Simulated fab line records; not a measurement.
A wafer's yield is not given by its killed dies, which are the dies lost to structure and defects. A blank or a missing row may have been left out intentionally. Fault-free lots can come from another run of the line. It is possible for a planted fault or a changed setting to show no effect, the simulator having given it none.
Matching of chambers -- flow sky130 -- SKY_CONTACT_ETCH_16 on rieDiel-02: 4 sister chambers
The step etches BARC in N2/H2, stops on SiO2, time 45.9 s, target depth 60 nm. 4 wafers are shown with their chamber, then 7 later ones without.

== WAFERS WITH THEIR CHAMBER ==
wafer,chamber,drypumpMotorCurrentA (A)
L455.3,1,5.6
L455.4,3,5.1
L461.1,2,6.4
L461.4,0,5.9

== WAFERS MISSING THEIR CHAMBER ==
wafer,drypumpMotorCurrentA (A)
L461.5,5.1
L464.2,5.2
L464.5,5.1
L464.6,6.4
L468.3,6.4
L468.4,5.1
L468.6,5.1

== WHICH CHAMBER EACH ONE RAN IN ==
wafer,from the rows above,in truth
L461.5,3,3
L464.2,3,3
L464.5,3,3
L464.6,2,2
L468.3,2,2
L468.4,3,3
L468.6,3,3
Correct placement for 7 of the 7. Left unplaced by these rows: 0. Placed wrongly: 0.
How it was worked out, from the rows above alone: a wafer's distance from a chamber is the root of the sum, over the readings, of the square of ((its reading less the chamber's mean) divided by the reading's scatter). If the next closest chamber is less than 2 further off than the closest, the wafer can't be placed; otherwise it belongs to the closest. A chamber's mean is the mean of its shown wafers. The scatter (one wafer shown for each chamber): square how far every hidden wafer sits from the nearest shown wafer, average those squares and take the square root.
